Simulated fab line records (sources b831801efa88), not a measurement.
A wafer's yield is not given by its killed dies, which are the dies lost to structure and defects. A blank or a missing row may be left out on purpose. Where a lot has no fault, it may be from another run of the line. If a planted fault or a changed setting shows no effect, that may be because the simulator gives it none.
fab line records -- flow sfq-line
record lots=13, wafers=39, last-day=87
route steps=325 shown I6@266
lots with no fault: from the same line, run without faults
start-h: hours from the record's opening day to when the first of the lot's shown wafers began -- wait-h: time in hours since the lot's previous step -- " unchanged from the row above -- L1.1+2: a row that stands for several wafers -- - no value, or no start given -- * or withheld: withheld -- < > ~ a bound
route shown NAME@n: a module of which the file shows steps, and the number in the route of the first -- usual: mean and standard deviation over wafers with no fault -- same: alike in all rows -- chamber/n: place in a boat -- sites: each site's reading -- _std_site: the values' standard deviation -- _edge_site: outer sites' mean less inner sites' -- radius-mm: for every site, how far away it sits from the centre of the wafer -- mask NAME#n: copy n -- behind: the most recent tool/chamber to have shaped the wafer -- hold: cause of the lot's hold/its duration in hours/its outcome -- device: the transistor (n, p or np) that didn't switch -- end of line: tests of these same wafers at the route's end -- a step without rows: its recipe alone -- killed: count of dies lost to structure and defects at first sort (not the wafer's yield) -- map: per-die view of a wafer (x killed, . not killed, _ where there is no die)
set.NAME: the run value of the setting; set.NAME@STEP: its run value at that earlier step -- model.NAME: the simulator's own value behind a step, which no gauge read
a sample of lots followed through the steps of the route, with each step as a table and each wafer as a row
services: the hour from which a tool's chamber was out of use, counted from the record's first day as start-h (under 0 if before that day), plus the number of hours and why
## steps
# step SFQ_TRILAYER_I6_DEP_PECVD_165
# recipe material=SiO2, temp-c=150, time-s=111.11, pressure-torr=2.4, rf-w=183.3, precursor=SiH4/N2O, target-thk-nm=500
# usual heater-power-outer-w=35/14, heater-power-w=95/24, rf-fwd-power-W=182.2/0.66, showerhead-vpp-V=816/43, susceptor-temp-C=150.01/0.14, throttle-valve-pct=24.8/1.1
lot.wafer,tool,chamber,start-h,wait-h,heater-power-outer-w,heater-power-w,rf-fwd-power-W,showerhead-vpp-V,susceptor-temp-C,throttle-valve-pct
L592.2,pecvd-02,2,1556.58,0.0,24,81,182.3,906,150.11,26.0
L592.4,pecvd-02,1,1556.58,0.0,26,79,181.8,837,149.76,22.7
L592.6,pecvd-02,2,1556.58,0.0,25,84,181.9,903,149.96,26.2
L593.1,pecvd-02,1,1558.98,0.0,30,85,182.4,823,150.01,22.8
L593.3,pecvd-02,2,1558.98,0.0,22,79,182.3,908,149.63,26.1
L593.6,pecvd-02,1,1558.98,0.0,31,88,181.9,830,150.45,22.7
L594.1,pecvd-03,1,1634.58,0.0,16,66,182.2,807,149.81,25.0
L594.3,pecvd-03,2,1634.58,0.0,60,121,182.4,844,150.08,22.8
L594.4,pecvd-03,2,1634.58,0.0,47,104,182.8,834,149.98,22.9
L595.1,pecvd-04,2,1636.07,0.0,56,142,182.9,814,149.94,24.4
L595.2,pecvd-04,0,1636.07,0.0,34,99,181.7,763,150.13,24.8
L595.5,pecvd-04,0,1636.07,0.0,38,104,182.0,748,150.09,24.7
L596.2,pecvd-03,0,1637.27,0.0,37,96,183.8,755,150.00,24.2
L596.5,pecvd-03,1,1637.27,0.0,17,63,182.3,827,149.92,24.9
L596.6,pecvd-03,0,1637.27,0.0,27,80,183.1,753,149.99,23.9
L600.2,pecvd-03,0,1806.53,0.0,55,118,109.5,588,149.92,24.8
L600.3,pecvd-03,2,1806.53,0.0,83,150,109.8,646,149.85,23.8
L600.6,pecvd-03,2,1806.53,0.0,64,131,108.6,646,150.17,23.6
L603.2,pecvd-03,1,1811.33,0.0,43,100,107.8,631,150.00,25.3
L603.3,pecvd-03,0,1811.33,0.0,52,115,109.7,582,150.08,24.6
L603.6,pecvd-03,1,1811.33,0.0,33,85,109.0,634,150.26,25.2
L607.1,pecvd-04,1,1821.41,0.0,31,92,181.2,803,150.04,24.7
L607.3,pecvd-04,2,1821.41,0.0,60,147,181.7,835,150.06,24.7
L607.5,pecvd-04,0,1821.41,0.0,36,101,181.2,756,150.03,25.1
L608.1,pecvd-02,2,1823.81,0.0,26,85,182.3,896,149.91,26.0
L608.2,pecvd-02,1,1823.81,0.0,27,81,183.2,825,150.02,22.7
L608.3,pecvd-02,0,1823.81,0.0,27,75,181.5,854,150.11,26.8
L610.2,pecvd-04,1,1834.60,0.0,29,89,182.0,807,150.14,24.9
L610.5,pecvd-04,1,1834.60,0.0,31,89,182.5,821,150.13,25.0
L610.6,pecvd-04,2,1834.60,0.0,58,148,182.8,831,149.90,24.6
L612.1,pecvd-02,2,1843.00,0.0,18,74,182.7,910,149.94,26.0
L612.4,pecvd-02,2,1843.00,0.0,20,75,182.3,898,149.88,25.8
L612.5,pecvd-02,0,1843.00,0.0,29,81,182.1,842,150.18,27.2
L613.1,pecvd-04,2,1845.40,0.0,53,136,183.2,834,149.80,24.8
L613.3,pecvd-04,0,1845.40,0.0,37,102,182.2,760,150.16,25.1
L613.6,pecvd-04,2,1845.40,0.0,55,142,182.6,815,149.82,24.7
L615.1,pecvd-04,1,1850.95,0.0,31,92,181.8,789,150.18,24.7
L615.2,pecvd-04,0,1850.95,0.0,38,104,181.9,754,150.00,25.0
L615.3,pecvd-04,2,1850.95,0.0,62,147,182.0,819,150.17,24.4
# step SFQ_TRILAYER_I6_CMP_CMP_166
# recipe material=SiO2, down-force-psi=3, platen-rpm=60, pad-velocity-m-s=0.94248
# usual motor-current-A=9.7/0.89, time-to-endpoint-s=218/8
lot.wafer,tool,chamber,start-h,wait-h,motor-current-A,time-to-endpoint-s
L592.4,cmp-02,3,1575.50,18.8,11.5,219
L592.2,cmp-02,2,1577.00,20.4,9.2,208
L592.6,cmp-02,0,1578.00,21.3,9.9,215
L593.3,cmp-02,1,1582.00,23.0,9.7,211
L593.1,cmp-02,2,1582.00,23.0,9.8,215
L593.6,cmp-02,0,1583.50,24.4,9.7,218
L594.1,cmp-01,0,1635.16,0.5,9.6,215
L594.3,cmp-01,1,1635.16,0.5,9.2,211
L594.4,cmp-01,2,1635.16,0.5,9.1,217
L595.2,cmp-02,0,1636.19,0.1,9.9,195
L595.1,cmp-02,3,1637.69,1.6,11.6,213
L595.5,cmp-02,1,1638.69,2.5,10.5,209
L596.2,cmp-02,0,1639.69,2.4,9.5,202
L596.6,cmp-02,3,1641.19,3.8,11.8,209
L596.5,cmp-02,0,1641.19,3.8,9.0,201
L600.3,cmp-01,1,1806.61,0.0,9.4,161
L600.2,cmp-01,0,1808.11,1.5,10.0,157
L600.6,cmp-01,2,1809.11,2.5,9.4,161
L603.3,cmp-01,2,1812.61,1.2,8.9,166
L603.2,cmp-01,3,1812.61,1.2,8.7,163
L603.6,cmp-01,2,1814.61,3.2,8.7,174
L607.3,cmp-01,2,1822.11,0.7,9.3,219
L607.1,cmp-01,0,1823.11,1.7,10.2,221
L607.5,cmp-01,1,1823.11,1.7,9.8,234
L608.1,cmp-02,0,1823.89,0.0,9.7,210
L608.3,cmp-02,2,1824.89,1.0,9.7,207
L608.2,cmp-02,3,1824.89,1.0,11.5,211
L610.2,cmp-02,0,1836.52,1.9,9.9,211
L610.6,cmp-02,0,1838.52,3.8,9.8,217
L610.5,cmp-02,1,1838.52,3.8,9.9,207
L612.1,cmp-01,3,1845.34,2.3,9.0,224
L612.4,cmp-01,0,1845.34,2.3,9.9,216
L612.5,cmp-01,2,1846.84,3.8,8.9,227
L613.3,cmp-01,3,1848.34,2.9,9.0,234
L613.1,cmp-01,0,1848.34,2.9,10.2,218
L613.6,cmp-01,2,1849.84,4.4,9.2,230
L615.1,cmp-02,2,1851.63,0.6,9.2,212
L615.2,cmp-02,3,1851.63,0.6,12.2,221
L615.3,cmp-02,0,1851.63,0.6,9.8,218
## services
tool,chamber,start-h,hours,kind
pecvd-03,1,1533.48,54.2,repair
cmp-01,-,1544.74,0.5,repair
cmp-01,-,1547.64,0.5,repair
cmp-02,-,1549.07,5.4,repair
pecvd-04,-,1576.17,2.5,repair
cmp-02,-,1584.50,8.3,pm
cmp-02,-,1593.64,9.3,repair
cmp-02,-,1602.91,4.0,pm
pecvd-04,1,1615.97,37.2,repair
cmp-02,-,1623.91,4.6,pm
pecvd-03,2,1636.05,16.8,repair
pecvd-04,-,1664.61,5.5,pm
pecvd-03,-,1675.09,0.4,repair
cmp-01,-,1696.00,16.6,repair
pecvd-04,1,1699.56,7.4,repair
pecvd-03,2,1699.94,4.3,repair
pecvd-04,0,1735.24,7.8,repair
pecvd-03,-,1737.88,0.5,repair
pecvd-03,-,1744.71,6.0,pm
cmp-02,-,1756.25,2.6,repair
cmp-01,-,1760.06,1.0,repair
cmp-01,-,1774.31,4.0,pm
pecvd-02,0,1831.21,6.1,repair
cmp-01,-,1832.88,4.9,pm
## key
first-sign step=SFQ_TRILAYER_I6_DEP_PECVD_165, reading=rf-fwd-power-W, direction=down, sigmas=99+, usual=182.2, struck=109.1
effect step=SFQ_TRILAYER_I6_DEP_PECVD_165, reading=showerhead-vpp-V, direction=down, sigmas=4.5, usual=816, struck=621
effect step=SFQ_TRILAYER_I6_CMP_CMP_166, reading=time-to-endpoint-s, direction=down, sigmas=6.8, usual=*, struck=*
met-at SFQ_TRILAYER_I6_DEP_PECVD_165
struck-lots L600,L603
onset-between 1637.27 1806.53
fault kind=process-parameter-drift, tool=pecvd-03, chamber=-, onset-h=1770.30, steps=SFQ_TRILAYER_I6_DEP_PECVD_165, channel=rf-w, offset=-73.32, shape=step, end-h=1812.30, acts-in=these-recipes-only, stated=183.3
